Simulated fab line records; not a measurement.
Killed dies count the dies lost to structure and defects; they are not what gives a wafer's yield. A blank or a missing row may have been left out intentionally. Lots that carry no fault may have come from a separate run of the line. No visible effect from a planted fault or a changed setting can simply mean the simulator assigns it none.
Chamber matching | flow sky130 | 4 sister chambers for SKY_FIELD_ISO_CMP_27 on cmp-01
The step polishes, stops on Si3N4, t overpolish 16 s, target thk 457.8 nm. 16 wafers are shown with their chamber, then 7 later ones without.

WAFERS, EACH WITH ITS CHAMBER
wafer  | chamber | motorCurrentA (A) | timeToEndpointS (s) | overpolishRunS (s)
L694.1 | 3       | 11.6              | 114                 | 16.008
L694.4 | 0       | 9.8               | 113                 | 16.003
L694.5 | 1       | 11.9              | 115                 | 16.002
L696.1 | 2       | 12.0              | 111                 | 16.006
L696.5 | 2       | 11.7              | 114                 | 15.994
L696.6 | 3       | 12.7              | 113                 | 16.011
L701.1 | 1       | 12.6              | 112                 | 16.011
L701.3 | 3       | 13.2              | 108                 | 15.993
L701.5 | 2       | 11.7              | 107                 | 16.004
L702.1 | 3       | 12.4              | 115                 | 16.006
L702.4 | 0       | 9.6               | 113                 | 15.989
L702.6 | 3       | 12.3              | 113                 | 16.007
L703.1 | 2       | 12.6              | 112                 | 16.003
L703.3 | 3       | 12.5              | 109                 | 16.010
L703.5 | 1       | 12.1              | 113                 | 15.997
L704.2 | 0       | 10.1              | 116                 | 16.004

SIGNATURES, as means of the wafers listed above
reading         | chamber 0 | chamber 1 | chamber 2 | chamber 3 | scatter within a chamber
motorCurrentA   | 9.833     | 12.200    | 12.000    | 12.450    | 0.438
timeToEndpointS | 114.00    | 113.33    | 111.00    | 112.00    | 2.53
overpolishRunS  | 15.99867  | 16.00333  | 16.00175  | 16.00583  | 0.00671
Rule: a wafer's distance from a chamber is the root of the sum, over the readings, of the square of ((its reading less the chamber's mean) divided by the reading's scatter). If the next closest chamber is less than 2 further off than the closest, the wafer can't be placed; otherwise it belongs to the closest. The scatter is the square root of a quotient: the sum, over the shown wafers, of each reading's squared deviation from its chamber's mean, divided by wafers minus chambers.

WAFERS WHOSE CHAMBER IS MISSING
wafer  | motorCurrentA (A) | timeToEndpointS (s) | overpolishRunS (s)
L704.3 | 12.7              | 115                 | 15.997
L704.6 | 12.7              | 115                 | 16.005
L705.1 | 10.3              | 111                 | 16.005
L705.3 | 12.4              | 114                 | 16.000
L705.5 | 11.5              | 112                 | 16.003
L711.1 | 12.3              | 113                 | 15.996
L711.4 | 10.0              | 109                 | 16.005

THE CHAMBER EACH PASSED THROUGH
wafer  | from the rows above          | in truth
L704.3 | can't be placed: 1 or 3 or 2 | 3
L704.6 | can't be placed: 3 or 1 or 2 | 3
L705.1 | 0                            | 0
L705.3 | can't be placed: 1 or 3 or 2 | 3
L705.5 | can't be placed: 2 or 1 or 3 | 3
L711.1 | can't be placed: 1 or 2 or 3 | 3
L711.4 | 0                            | 0
Correctly placed: 2 of 7. Unplaceable from these rows: 5, with the true chamber sitting among the candidates in 5. 0 placed wrongly.
